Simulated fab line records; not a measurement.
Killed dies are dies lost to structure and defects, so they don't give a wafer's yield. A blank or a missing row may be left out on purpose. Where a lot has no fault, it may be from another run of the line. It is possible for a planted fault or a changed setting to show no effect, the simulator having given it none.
fab line records | flow sky130 | part 2 of 2: steps 26 to 36 of 36
record lots=5 | wafers=15 | last_day=49
route steps=708 shown LI_CONTACT@376 LOCAL_INTERCONNECT@387 CONTACT@406
lots that met no fault: taken from a fault-free run of the same line
start_h: hours from the record's opening day to when the first of the lot's shown wafers began | wait_h: hours elapsed since this lot's preceding step | " as in the row above | L1.1+2: a single row standing in for several wafers | - no value, or no start given | * or withheld: withheld | < > ~ a bound
route shown NAME@n: names a module that has steps shown in the file, with the first one's number in the route | usual: average and standard deviation across the fault-free wafers | same: alike in all rows | chamber/n: place in a boat | sites: readings site by site | _std_site: standard deviation across them | _edge_site: mean of outer sites minus mean of inner sites | radius_mm: how far each site lies from the wafer's centre | mask NAME#n: copy n | behind: the most recent tool/chamber to have shaped the wafer | hold: why the lot went on hold/how many hours it stayed there/how the hold came to an end | device: which transistor (n, p or np) failed to switch | end of line: the tests these same wafers got at the end of their route | a step given without rows: its recipe and nothing more | killed: dies that structure and defects cost at the first sort, which is not the same as the wafer's yield | map: per-die view of a wafer (x killed, . not killed, _ where there is no die)
set.NAME: the setting that was run; set.NAME@STEP: the one run at that earlier step | model.NAME: the simulator's own value behind a step, which no gauge read
a table for each step, a row for each wafer; lots at some steps of the route
services: a tool's chamber out of use, with start hour (start_h, from the record's first day; less than 0 if before it), hours out, and reason
## steps
# step SKY_LOCAL_INTERCONNECT_METAL_ETCH_14
# recipe target_depth_nm=110 | stop_on=PSG | chemistry=Cl2/BCl3 | target=TiN | resist_sidewall_deg=88 | pressure_mtorr=10 | icp_w=900 | bias_w=48.5 | Cl2_flow_sccm=60 | bcl3_flow_sccm=30 | time_s=31.4
# usual drypump_motor_current_A=5.8/0.73 | oes_product_au=0.944/0.0086 | throttle_valve_pct=21.899/0.01
lot.wafer | tool         | chamber | start_h | wait_h | drypump_motor_current_A | oes_product_au | rf_hours_counter_h | throttle_valve_pct
L077.1    | rie_metal-02 | 1       | 731.14  | 0.0    | 5.1                     | 0.953          | 1                  | 21.879
L077.3    | "            | 1       | "       | "      | 5.1                     | 0.947          | -                  | 21.884
L077.6    | "            | 1       | "       | "      | 5.1                     | 0.940          | -                  | 21.907
L080.2    | rie_metal-03 | 0       | 758.47  | 0.1    | 6.8                     | 0.927          | -                  | 21.908
L080.3    | "            | 0       | "       | "      | 6.8                     | 0.932          | -                  | 21.917
L080.5    | "            | 0       | "       | "      | 6.8                     | 0.938          | -                  | 21.895
L083.1    | rie_metal-02 | 1       | 784.50  | 0.0    | 5.1                     | 0.940          | 3                  | 21.894
L083.3    | "            | 0       | "       | "      | 5.7                     | 0.946          | -                  | 21.900
L083.5    | "            | 1       | "       | "      | 5.1                     | 0.948          | -                  | 21.888
L090.2    | rie_metal-01 | 0       | 833.25  | 0.0    | 5.9                     | 0.941          | 14                 | 21.888
L090.3    | "            | 1       | "       | "      | 4.9                     | 0.944          | -                  | 21.896
L090.5    | "            | 1       | "       | "      | 4.9                     | 0.957          | -                  | 21.911
L093.2    | rie_metal-01 | 1       | 863.54  | 0.0    | 4.9                     | 0.940          | 8                  | 21.916
L093.4    | "            | 0       | "       | "      | 5.9                     | 0.949          | -                  | 21.900
L093.5    | "            | 1       | "       | "      | 4.9                     | 0.964          | -                  | 21.881
# step SKY_LOCAL_INTERCONNECT_STRIP_15
# recipe chemistry=O2/N2 | power_w=1400 | pressure_mtorr=1500 | platen_temp_c=withheld | o2_flow_sccm=3000 | n2_flow_sccm=300 | overash_fraction=0.5
# usual drypump_motor_current_A=5.6/0.4 | oes_product_au=0.427/0.005 | strip_time_to_endpoint_s=4.729/0.023
lot.wafer | tool            | chamber | start_h | wait_h | drypump_motor_current_A | oes_product_au | rf_hours_counter_h | strip_time_to_endpoint_s
L077.1    | plasma_asher-02 | 1       | 731.20  | 0.0    | 5.4                     | 0.435          | 57                 | 4.786
L077.3    | "               | 0       | "       | "      | 5.9                     | 0.431          | -                  | 4.776
L077.6    | "               | 1       | "       | "      | 5.4                     | 0.426          | -                  | 4.763
L080.2    | plasma_asher-03 | 1       | 758.56  | 0.1    | 5.6                     | 0.427          | 99                 | 4.751
L080.3    | "               | 1       | "       | "      | 5.6                     | 0.427          | -                  | 4.768
L080.5    | "               | 0       | "       | "      | 6.5                     | 0.435          | -                  | 4.756
L083.1    | plasma_asher-02 | 0       | 784.56  | 0.0    | 5.9                     | 0.426          | 63                 | 4.751
L083.3    | "               | 1       | "       | "      | 5.4                     | 0.423          | -                  | 4.710
L083.5    | "               | 0       | "       | "      | 5.9                     | 0.420          | -                  | 4.741
L090.2    | plasma_asher-02 | 1       | 833.31  | 0.0    | 5.3                     | 0.432          | 68                 | 4.736
L090.3    | "               | 1       | "       | "      | 5.4                     | 0.431          | -                  | 4.743
L090.5    | "               | 0       | "       | "      | 5.9                     | 0.432          | -                  | 4.727
L093.2    | plasma_asher-04 | 1       | 863.59  | 0.0    | 5.1                     | 0.418          | 13                 | 4.698
L093.4    | "               | 0       | "       | "      | 5.8                     | 0.426          | -                  | 4.745
L093.5    | "               | 1       | "       | "      | 5.1                     | 0.427          | -                  | 4.678
# step SKY_LOCAL_INTERCONNECT_STRIP_16
# recipe chemistry=post_etch_residue_remover | time_s=1200 | temp_c=72.5
lot.wafer  | tool         | chamber | start_h | wait_h
L077.1+3+6 | wet_bench-01 | 2       | 731.30  | 0.1
L080.2+3+5 | wet_bench-04 | 0       | 758.66  | 0.1
L083.1+3+5 | wet_bench-04 | 3       | 784.66  | 0.1
L090.2+3+5 | wet_bench-02 | 3       | 833.41  | 0.1
L093.2+4+5 | wet_bench-02 | 1       | 863.69  | 0.1
# step SKY_LOCAL_INTERCONNECT_CLEAN_17
# recipe chemistry=IPA | time_s=180 | temp_c=25
lot.wafer  | tool         | chamber | start_h | wait_h
L077.1+3+6 | wet_bench-04 | 1       | 731.67  | 0.0
L080.2+3+5 | wet_bench-02 | 2       | 759.00  | 0.0
L083.1+3+5 | wet_bench-02 | 3       | 785.00  | 0.0
L090.2+3+5 | wet_bench-01 | 2       | 833.78  | 0.0
L093.2+4+5 | wet_bench-04 | 2       | 864.03  | 0.0
# step SKY_LOCAL_INTERCONNECT_CLEAN_18
# recipe chemistry=O3/DIW | dry=n2_spin
lot.wafer  | tool         | chamber | start_h | wait_h
L077.1+3+6 | wet_bench-02 | 1       | 731.73  | 0.0
L080.2+3+5 | wet_bench-04 | 2       | 759.06  | 0.0
L083.1+3+5 | wet_bench-04 | 2       | 785.06  | 0.0
L090.2+3+5 | wet_bench-04 | 2       | 833.84  | 0.0
L093.2+4+5 | wet_bench-02 | 3       | 864.09  | 0.0
# step SKY_CONTACT_CVD_00
# recipe material=Si3N4 | target_thk_nm=75 | temp_c=400 | time_s=withheld | rf_w=450
# usual heater_power_w=686/89
lot.wafer | tool     | chamber | start_h | wait_h | heater_power_w
L077.1    | pecvd-04 | 1       | 731.82  | 0.0    | 697
L077.3    | "        | 2       | "       | "      | 564
L077.6    | "        | 0       | "       | "      | 560
L080.2    | pecvd-01 | 0       | 759.15  | 0.0    | 841
L080.3    | "        | 1       | "       | "      | 661
L080.5    | "        | 0       | "       | "      | 862
L083.1    | pecvd-02 | 0       | 785.15  | 0.0    | 771
L083.3    | "        | 2       | "       | "      | 761
L083.5    | "        | 1       | "       | "      | 760
L090.2    | pecvd-01 | 0       | 833.93  | 0.0    | 871
L090.3    | "        | 2       | "       | "      | 647
L090.5    | "        | 0       | "       | "      | 866
L093.2    | pecvd-02 | 1       | 864.18  | 0.0    | 694
L093.4    | "        | 1       | "       | "      | 705
L093.5    | "        | 0       | "       | "      | 615
# step SKY_CONTACT_THK_MEAS_01
# recipe reads=Si3N4_of_CONTACT_CVD_00
# usual CONTACT_CVD_00_THK=74.8/1
lot.wafer | tool          | chamber | start_h | wait_h | CONTACT_CVD_00_THK[nm]
L077.1    | film_metro-04 | -       | 731.85  | -      | 73.9
L077.3    | "             | -       | "       | "      | 73.7
L077.6    | "             | -       | "       | "      | 75.0
L080.2    | film_metro-04 | -       | 759.19  | -      | 73.7
L080.3    | "             | -       | "       | "      | 73.9
L080.5    | "             | -       | "       | "      | 73.8
L083.1    | film_metro-03 | -       | 785.19  | -      | 74.2
L083.3    | "             | -       | "       | "      | 74.7
L083.5    | "             | -       | "       | "      | 75.8
L090.2    | film_metro-04 | -       | 833.97  | -      | 74.1
L090.3    | "             | -       | "       | "      | 75.3
L090.5    | "             | -       | "       | "      | 74.6
L093.2    | film_metro-04 | -       | 864.23  | -      | 74.3
L093.4    | "             | -       | "       | "      | 74.0
L093.5    | "             | -       | "       | "      | 73.7
# step SKY_CONTACT_HDPCVD_02
# recipe material=SiO2 | target_thk_nm=565 | sigma_open_frac=0.3 | time_s=94.2 | temp_c=600 | sih4_flow_sccm=60 | pressure_mtorr=6
lot.wafer  | tool      | chamber | start_h | wait_h
L077.1+3+6 | hdpcvd-01 | 0,1,1   | 731.91  | 0.1
L080.2+3+5 | hdpcvd-02 | 0,2,2   | 759.24  | 0.0
L083.1+3+5 | hdpcvd-02 | 1,2,1   | 785.25  | 0.1
L090.2+3+5 | hdpcvd-02 | 0,2,2   | 834.02  | 0.0
L093.2+4+5 | hdpcvd-02 | 1,2,0   | 864.28  | 0.0
# step SKY_CONTACT_THK_MEAS_03
# recipe reads=SiO2_of_CONTACT_HDPCVD_02
# usual CONTACT_HDPCVD_THK=562/5.3
lot.wafer | tool          | chamber | start_h | wait_h | CONTACT_HDPCVD_THK[nm]
L077.1    | film_metro-03 | -       | 731.98  | 0.0    | 563
L077.3    | "             | -       | "       | "      | 557
L077.6    | "             | -       | "       | "      | 557
L080.2    | film_metro-03 | -       | 759.32  | 0.0    | 567
L080.3    | "             | -       | "       | "      | 557
L080.5    | "             | -       | "       | "      | 562
L083.1    | film_metro-04 | -       | 785.35  | 0.1    | 566
L083.3    | "             | -       | "       | "      | 573
L083.5    | "             | -       | "       | "      | 563
L090.2    | film_metro-02 | -       | 834.10  | 0.0    | 565
L090.3    | "             | -       | "       | "      | 570
L090.5    | "             | -       | "       | "      | 566
L093.2    | film_metro-04 | -       | 864.36  | 0.0    | 551
L093.4    | "             | -       | "       | "      | 564
L093.5    | "             | -       | "       | "      | 557
# step SKY_CONTACT_CMP_04
# recipe material=SiO2 | down_force_psi=4 | platen_rpm=60 | pad_velocity_m_s=0.94248
# usual motor_current_A=11.7/1.1 | time_to_endpoint_s=82/4.6
lot.wafer | tool   | chamber | start_h | wait_h | motor_current_A | time_to_endpoint_s
L077.1    | cmp-02 | 2       | 732.09  | 0.1    | 9.8             | 91
L077.3    | "      | 0       | "       | "      | 12.4            | 78
L077.6    | "      | 2       | "       | "      | 9.3             | 82
L080.2    | cmp-01 | 3       | 759.37  | 0.0    | 10.6            | 74
L080.3    | "      | 2       | "       | "      | 11.8            | 76
L080.5    | "      | 0       | "       | "      | 13.0            | 82
L083.1    | cmp-02 | 3       | 785.51  | 0.1    | 11.3            | 81
L083.3    | "      | 0       | "       | "      | 12.9            | 84
L083.5    | "      | 1       | "       | "      | 12.6            | 79
L090.2    | cmp-02 | 1       | 834.15  | 0.0    | 12.3            | 79
L090.3    | "      | 0       | "       | "      | 12.5            | 80
L090.5    | "      | 2       | "       | "      | 9.6             | 85
L093.2    | cmp-01 | 1       | 864.41  | 0.0    | 11.3            | 81
L093.4    | "      | 2       | "       | "      | 11.0            | 83
L093.5    | "      | 2       | "       | "      | 11.3            | 77
# step SKY_CONTACT_BOW_MEAS_05
# recipe mode=bow
# usual CONTACT_BOW=80/6.8
lot.wafer | tool          | chamber | start_h | wait_h | CONTACT_BOW[um]
L077.1    | film_metro-04 | -       | 732.34  | 0.2    | 78
L077.3    | "             | -       | "       | "      | 84
L077.6    | "             | -       | "       | "      | 86
L080.2    | film_metro-04 | -       | 759.69  | 0.3    | 71
L080.3    | "             | -       | "       | "      | 82
L080.5    | "             | -       | "       | "      | 80
L083.1    | film_metro-04 | -       | 785.71  | 0.1    | 80
L083.3    | "             | -       | "       | "      | 79
L083.5    | "             | -       | "       | "      | 78
L090.2    | film_metro-02 | -       | 834.47  | 0.3    | 77
L090.3    | "             | -       | "       | "      | 88
L090.5    | "             | -       | "       | "      | 88
L093.2    | film_metro-04 | -       | 864.73  | 0.3    | 71
L093.4    | "             | -       | "       | "      | 91
L093.5    | "             | -       | "       | "      | 82
## services
tool           | chamber | start_h | hours | kind
cmp-02         | -       | 689.87  | 1.3   | repair
rie_diel-02    | -       | 691.44  | 2.8   | pm
rie_diel-02    | 2       | 696.01  | 2.9   | repair
pvd_sputter-04 | -       | 705.33  | 2.1   | repair
pvd_sputter-01 | -       | 708.76  | 3.0   | repair
rie_diel-04    | -       | 709.30  | 0.9   | repair
rie_diel-04    | -       | 717.02  | 1.3   | repair
cmp-02         | -       | 719.57  | 6.6   | pm
rie_metal-02   | 0       | 722.00  | 6.7   | repair
rie_diel-02    | 3       | 723.93  | 10.6  | repair
wet_bench-04   | -       | 751.30  | 1.9   | pm
cmp-02         | -       | 753.16  | 0.5   | repair
cmp-02         | -       | 754.38  | 1.3   | repair
pvd_sputter-02 | -       | 756.65  | 1.0   | repair
cmp-02         | -       | 756.85  | 4.5   | repair
hdpcvd-02      | 0       | 764.78  | 23.1  | repair
rie_diel-04    | 3       | 782.44  | 11.2  | repair
wet_bench-02   | -       | 783.03  | 1.1   | repair
pvd_sputter-02 | -       | 785.65  | 0.6   | repair
rie_diel-04    | 1       | 789.30  | 4.5   | repair
rie_diel-04    | 3       | 795.78  | 9.6   | repair
rie_diel-04    | -       | 802.84  | 15.6  | pm
rie_diel-02    | 1       | 807.86  | 5.5   | repair
cmp-02         | -       | 843.37  | 5.6   | repair
